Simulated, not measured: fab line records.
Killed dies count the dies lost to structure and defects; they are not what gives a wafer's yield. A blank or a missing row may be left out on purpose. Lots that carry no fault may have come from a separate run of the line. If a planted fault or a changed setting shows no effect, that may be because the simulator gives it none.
What tool caused it? || flow sky130 || 36 wafers from 12 lots sampled at 4 of the route's 708 steps

WHAT THE GAUGES READ, wafer by wafer
SKY_NWELL_RS_MEAS_29: the measuring method here is four-point-probe. Usual: NWELL_RS typically reads 624.6 ohm/sq, with standard deviation 1.4.
{"lot": "L629", "measured": "day 5 09:47", "on": "film metro-03", "NWELL_RS (ohm/sq)": "624.0 623.5 622.3", "flag": ""}
{"lot": "L630", "measured": "day 5 18:11", "on": "film metro-03", "NWELL_RS (ohm/sq)": "623.5 624.0 623.8", "flag": ""}
{"lot": "L631", "measured": "day 6 01:09", "on": "film metro-01", "NWELL_RS (ohm/sq)": "621.6 625.4 623.5", "flag": ""}
{"lot": "L632", "measured": "day 6 02:25", "on": "film metro-01", "NWELL_RS (ohm/sq)": "627.5 626.0 623.8", "flag": ""}
{"lot": "L633", "measured": "day 6 06:32", "on": "film metro-01", "NWELL_RS (ohm/sq)": "623.0 625.2 623.8", "flag": ""}
{"lot": "L634", "measured": "day 6 16:24", "on": "film metro-04", "NWELL_RS (ohm/sq)": "643.3 643.6 644.7", "flag": "OFF"}
{"lot": "L636", "measured": "day 7 02:56", "on": "film metro-03", "NWELL_RS (ohm/sq)": "640.6 641.2 640.9", "flag": "OFF"}
{"lot": "L637", "measured": "day 7 09:57", "on": "film metro-04", "NWELL_RS (ohm/sq)": "624.4 623.9 627.5", "flag": ""}
{"lot": "L638", "measured": "day 7 16:16", "on": "film metro-03", "NWELL_RS (ohm/sq)": "641.8 644.3 644.0", "flag": "OFF"}
{"lot": "L644", "measured": "day 9 09:38", "on": "film metro-04", "NWELL_RS (ohm/sq)": "626.9 626.3 626.0", "flag": ""}
{"lot": "L651", "measured": "day 11 10:56", "on": "film metro-04", "NWELL_RS (ohm/sq)": "624.4 624.8 624.2", "flag": ""}
{"lot": "L652", "measured": "day 11 16:42", "on": "film metro-01", "NWELL_RS (ohm/sq)": "625.1 624.6 624.1", "flag": ""}

SKY_SONOS_ONO_THK_MEAS_03. Usual: SONOS_ONO_CVD_02_THK typically reads 10.38 nm, with standard deviation 0.13.
{"lot": "L629", "measured": "day 11 18:52", "on": "film metro-01", "SONOS_ONO_CVD_02_THK (nm)": "10.32 10.46 10.32", "flag": ""}
{"lot": "L630", "measured": "day 12 03:41", "on": "film metro-04", "SONOS_ONO_CVD_02_THK (nm)": "10.40 10.22 10.37", "flag": ""}
{"lot": "L631", "measured": "day 12 12:05", "on": "film metro-04", "SONOS_ONO_CVD_02_THK (nm)": "10.38 10.30 10.28", "flag": ""}
{"lot": "L632", "measured": "day 12 16:42", "on": "film metro-02", "SONOS_ONO_CVD_02_THK (nm)": "10.27 10.18 10.09", "flag": ""}
{"lot": "L633", "measured": "day 12 20:18", "on": "film metro-02", "SONOS_ONO_CVD_02_THK (nm)": "10.59 10.65 10.50", "flag": ""}
{"lot": "L634", "measured": "day 13 07:11", "on": "film metro-04", "SONOS_ONO_CVD_02_THK (nm)": "10.46 10.42 10.35", "flag": ""}
{"lot": "L636", "measured": "day 14 06:10", "on": "film metro-01", "SONOS_ONO_CVD_02_THK (nm)": "10.36 10.21 10.14", "flag": ""}
{"lot": "L637", "measured": "day 14 11:36", "on": "film metro-04", "SONOS_ONO_CVD_02_THK (nm)": "10.24 10.15 10.13", "flag": ""}
{"lot": "L638", "measured": "day 14 17:34", "on": "film metro-04", "SONOS_ONO_CVD_02_THK (nm)": "10.25 10.33 10.21", "flag": ""}
{"lot": "L644", "measured": "day 16 20:59", "on": "film metro-02", "SONOS_ONO_CVD_02_THK (nm)": "10.42 10.28 10.37", "flag": ""}
{"lot": "L651", "measured": "day 19 13:36", "on": "film metro-02", "SONOS_ONO_CVD_02_THK (nm)": "10.50 10.35 10.43", "flag": ""}
{"lot": "L652", "measured": "day 19 23:26", "on": "film metro-04", "SONOS_ONO_CVD_02_THK (nm)": "10.44 10.41 10.53", "flag": ""}

EACH LOT AND THE TOOL THAT RAN IT (in order: tool; ch and the chambers of the sampled wafers; start)
{"lot": "L629", "SKY_FIELD_ISO_ETCH_14": "rie diel-03 ch 0,1,3, day 2 04:39", "SKY_NWELL_IMPLANT_11": "implanter-02 ch 0, day 4 15:32"}
{"lot": "L630", "SKY_FIELD_ISO_ETCH_14": "rie diel-03 ch 0,2, day 2 10:13", "SKY_NWELL_IMPLANT_11": "implanter-02 ch 0, day 4 23:23"}
{"lot": "L631", "SKY_FIELD_ISO_ETCH_14": "rie diel-04 ch 0,1,2, day 2 14:46", "SKY_NWELL_IMPLANT_11": "implanter-02 ch 0, day 5 04:44"}
{"lot": "L632", "SKY_FIELD_ISO_ETCH_14": "rie diel-01 ch 1,3, day 2 20:09", "SKY_NWELL_IMPLANT_11": "implanter-01 ch 0, day 5 07:04"}
{"lot": "L633", "SKY_FIELD_ISO_ETCH_14": "rie diel-01 ch 0,3, day 3 00:39", "SKY_NWELL_IMPLANT_11": "implanter-01 ch 0, day 5 11:08"}
{"lot": "L634", "SKY_FIELD_ISO_ETCH_14": "rie diel-01 ch 0,1,2, day 3 08:28", "SKY_NWELL_IMPLANT_11": "implanter-01 ch 0, day 5 20:52"}
{"lot": "L636", "SKY_FIELD_ISO_ETCH_14": "rie diel-04 ch 0,1,2, day 3 17:49", "SKY_NWELL_IMPLANT_11": "implanter-01 ch 0, day 6 06:56"}
{"lot": "L637", "SKY_FIELD_ISO_ETCH_14": "rie diel-03 ch 0,2,3, day 3 22:31", "SKY_NWELL_IMPLANT_11": "implanter-04 ch 0, day 6 13:10"}
{"lot": "L638", "SKY_FIELD_ISO_ETCH_14": "rie diel-03 ch 0,2, day 4 03:46", "SKY_NWELL_IMPLANT_11": "implanter-01 ch 0, day 6 19:42"}
{"lot": "L644", "SKY_FIELD_ISO_ETCH_14": "rie diel-01 ch 2,3, day 5 16:12", "SKY_NWELL_IMPLANT_11": "implanter-04 ch 0, day 8 10:37"}
{"lot": "L651", "SKY_FIELD_ISO_ETCH_14": "rie diel-04 ch 0,1,3, day 6 23:52", "SKY_NWELL_IMPLANT_11": "implanter-04 ch 0, day 10 11:07"}
{"lot": "L652", "SKY_FIELD_ISO_ETCH_14": "rie diel-01 ch 0,1,3, day 7 03:49", "SKY_NWELL_IMPLANT_11": "implanter-04 ch 0, day 10 16:14"}
- SKY_FIELD_ISO_ETCH_14: etches BARC in N2/H2, stops on SiO2, time 45.9 s, target depth 60 nm.
- SKY_NWELL_IMPLANT_11

AS READ BY THE TOOLS THEMSELVES (means over the sampled wafers that have a number; for cases with no such wafer, the mark the record gives instead)
SKY_FIELD_ISO_ETCH_14. Usual: chamber pressure mTorr 30.00 mTorr, standard deviation 0.042; drypump motor current A 5.9 A, standard deviation 0.47; h2 flow sccm 200.0 sccm, standard deviation 0.63; n2 flow sccm 100.0 sccm, standard deviation 0.32; oes product au 0.853 a.u., standard deviation 0.0046; throttle valve pct 13.225 %, standard deviation 0.0092.
{"lot": "L629", "tool": "rie diel-03", "chamber pressure mTorr (mTorr)": 30.00, "drypump motor current A (A)": 6.3, "h2 flow sccm (sccm)": 200.4, "n2 flow sccm (sccm)": 99.9, "oes product au (a.u.)": 0.857, "throttle valve pct (%)": 13.221, "flag": ""}
{"lot": "L630", "tool": "rie diel-03", "chamber pressure mTorr (mTorr)": 30.02, "drypump motor current A (A)": 5.7, "h2 flow sccm (sccm)": 199.8, "n2 flow sccm (sccm)": 100.0, "oes product au (a.u.)": 0.850, "throttle valve pct (%)": 13.209, "flag": ""}
{"lot": "L631", "tool": "rie diel-04", "chamber pressure mTorr (mTorr)": 30.00, "drypump motor current A (A)": 5.7, "h2 flow sccm (sccm)": 200.2, "n2 flow sccm (sccm)": 99.9, "oes product au (a.u.)": 0.851, "throttle valve pct (%)": 13.222, "flag": ""}
{"lot": "L632", "tool": "rie diel-01", "chamber pressure mTorr (mTorr)": 30.13, "drypump motor current A (A)": 6.1, "h2 flow sccm (sccm)": 199.9, "n2 flow sccm (sccm)": 100.1, "oes product au (a.u.)": 0.853, "throttle valve pct (%)": 13.222, "flag": "OFF"}
{"lot": "L633", "tool": "rie diel-01", "chamber pressure mTorr (mTorr)": 29.99, "drypump motor current A (A)": 5.7, "h2 flow sccm (sccm)": 199.8, "n2 flow sccm (sccm)": 99.9, "oes product au (a.u.)": 0.853, "throttle valve pct (%)": 13.220, "flag": ""}
{"lot": "L634", "tool": "rie diel-01", "chamber pressure mTorr (mTorr)": 29.98, "drypump motor current A (A)": 6.2, "h2 flow sccm (sccm)": 200.0, "n2 flow sccm (sccm)": 99.9, "oes product au (a.u.)": 0.851, "throttle valve pct (%)": 13.217, "flag": ""}
{"lot": "L636", "tool": "rie diel-04", "chamber pressure mTorr (mTorr)": 30.00, "drypump motor current A (A)": 5.7, "h2 flow sccm (sccm)": 199.7, "n2 flow sccm (sccm)": 100.1, "oes product au (a.u.)": 0.852, "throttle valve pct (%)": 13.225, "flag": ""}
{"lot": "L637", "tool": "rie diel-03", "chamber pressure mTorr (mTorr)": 29.99, "drypump motor current A (A)": 6.0, "h2 flow sccm (sccm)": 200.5, "n2 flow sccm (sccm)": 100.2, "oes product au (a.u.)": 0.851, "throttle valve pct (%)": 13.232, "flag": ""}
{"lot": "L638", "tool": "rie diel-03", "chamber pressure mTorr (mTorr)": 30.00, "drypump motor current A (A)": 5.7, "h2 flow sccm (sccm)": 199.8, "n2 flow sccm (sccm)": 100.2, "oes product au (a.u.)": 0.856, "throttle valve pct (%)": 13.222, "flag": ""}
{"lot": "L644", "tool": "rie diel-01", "chamber pressure mTorr (mTorr)": 30.03, "drypump motor current A (A)": 5.7, "h2 flow sccm (sccm)": 200.6, "n2 flow sccm (sccm)": 99.6, "oes product au (a.u.)": 0.856, "throttle valve pct (%)": 13.224, "flag": ""}
{"lot": "L651", "tool": "rie diel-04", "chamber pressure mTorr (mTorr)": 30.01, "drypump motor current A (A)": 5.5, "h2 flow sccm (sccm)": 199.6, "n2 flow sccm (sccm)": 100.0, "oes product au (a.u.)": 0.853, "throttle valve pct (%)": 13.229, "flag": ""}
{"lot": "L652", "tool": "rie diel-01", "chamber pressure mTorr (mTorr)": 30.00, "drypump motor current A (A)": 6.0, "h2 flow sccm (sccm)": 200.1, "n2 flow sccm (sccm)": 100.0, "oes product au (a.u.)": 0.852, "throttle valve pct (%)": 13.220, "flag": ""}

THE ANSWER, worked out from the rows above alone
Rule: take the mean of a lot's wafers that have a number; if it is more than 3 standard deviations from the usual mean, the lot is off. Also off: a lot with no number at a reading for which 4 or more lots have one. Any other lot the step has rows for is counted as sound. First the gauges in route order, then the tools' own readings, where a lot's mean is used as printed above. At the first step where some lot is off, the reading lying furthest off is the one used; lots without a number count as furthest.
Off: at SKY_NWELL_RS_MEAS_29 (NWELL_RS), L634, L636, L638.
A tool fits if, at a process step before that reading, it ran every lot that is off, and no sound lot after the first of them. Gauges at SKY_NWELL_RS_MEAS_29: tried the same way as those tools. One fits: SKY_NWELL_IMPLANT_11 on implanter-01. A fault onset in the window from L633 (day 5 11:08, its last sound lot) to L634 (day 5 20:52, its first lot off) fits.

WHAT THE SIMULATOR HAD PUT IN
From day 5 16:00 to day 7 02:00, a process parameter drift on implanter-01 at SKY_NWELL_IMPLANT_11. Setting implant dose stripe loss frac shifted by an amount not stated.
Struck lots among those shown: L634, L636, L638. The same result came from the rule above.
